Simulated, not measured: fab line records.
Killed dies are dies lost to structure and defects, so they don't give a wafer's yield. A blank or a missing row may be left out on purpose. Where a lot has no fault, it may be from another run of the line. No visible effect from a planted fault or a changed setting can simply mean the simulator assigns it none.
Which tool is to blame?    flow gf180mcu    7 lots (21 wafers sampled), 1 step of a 602-step route

WHAT THE GAUGES READ, wafer by wafer
GF_STI_THK_MEAS_24.
lot   measured     on            STI_CVD_23_THK (nm)
L509  day 2 18:35  filmMetro-01  648 649 656
L513  day 3 15:03  filmMetro-04  662 658 667
L515  day 4 02:39  filmMetro-01  653 649 657
L518  day 4 16:56  filmMetro-01  644 650 637
L520  day 5 06:47  filmMetro-04  664 660 661
L522  day 5 13:31  filmMetro-02  644 652 646
L524  day 6 00:36  filmMetro-01  651 652 643

EACH LOT AND THE TOOL THAT RAN IT (in order: tool; ch and the chambers of the sampled wafers; start)
The record shows no process step preceding these readings.

THE ANSWER, worked out from the rows above alone
Rule: what is usual is taken from the lots themselves. Put in order of their means at a reading, lots are off if they are a third of the lots or fewer, leave a main group of 4 or more, and stand apart from it by a gap of 3 or more times the standard deviation of the main group's means; of several such gaps the widest counts. The tables above print the reading to a certain number of digits; a main group whose means all agree to those digits is not used. Also off: a lot with no number at a reading for which 4 or more lots have one. Where the step has rows for the other lots, those lots are counted as sound.
No lot is off at any reading shown: from this, nothing can be told.

WHAT THE SIMULATOR HAD INSERTED
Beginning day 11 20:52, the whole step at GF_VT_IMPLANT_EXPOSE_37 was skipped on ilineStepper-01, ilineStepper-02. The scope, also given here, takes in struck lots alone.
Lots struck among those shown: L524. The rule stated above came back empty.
